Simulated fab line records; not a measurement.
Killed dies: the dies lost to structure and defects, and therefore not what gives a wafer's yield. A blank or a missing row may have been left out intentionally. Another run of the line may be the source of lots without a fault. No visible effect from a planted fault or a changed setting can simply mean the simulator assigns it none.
Which tool was responsible? ; flow sky130 ; 21 wafers sampled from 7 lots at 1 step of a route of 708

## WHAT THE GAUGES SHOWED, per wafer
SKY_FIELD_ISO_BOW_MEAS_00.
lot;measured;on;INCOMING_BOW (um)
L625;day 1 15:00;film-metro-01;6 -2 1
L627;day 2 01:01;film-metro-04;-2 -1 -3
L630;day 2 16:02;film-metro-04;9 -14 -3
L637;day 4 03:02;film-metro-01;-5 3 4
L641;day 4 23:00;film-metro-02;6 3 10
L645;day 5 19:00;film-metro-02;2 3 -15
L647;day 6 05:01;film-metro-02;-12 7 -5

## WHICH TOOL RAN EACH LOT (tool, then ch and the chambers of the sampled wafers, then the start)
The record holds no process step before these readings.

## THE ANSWER, worked out from the rows above alone
Rule: the lots themselves supply what counts as usual. The widest of any qualifying gaps counts: lots, ordered by their means at a reading, are off when they make up no more than a third of the lots, leave a main group of 4 or more, and stand apart from it by 3 or more times the standard deviation of that group's means. If all means in a main group match to the digits the tables above print for the reading, that group is not used. Also off: a lot with no number at a reading for which 4 or more lots have one. Where the step has rows for the other lots, those lots are counted as sound.
Across all readings shown, no lot is off: no conclusion can be drawn from this.

## WHAT HAD BEEN PUT IN BY THE SIMULATOR
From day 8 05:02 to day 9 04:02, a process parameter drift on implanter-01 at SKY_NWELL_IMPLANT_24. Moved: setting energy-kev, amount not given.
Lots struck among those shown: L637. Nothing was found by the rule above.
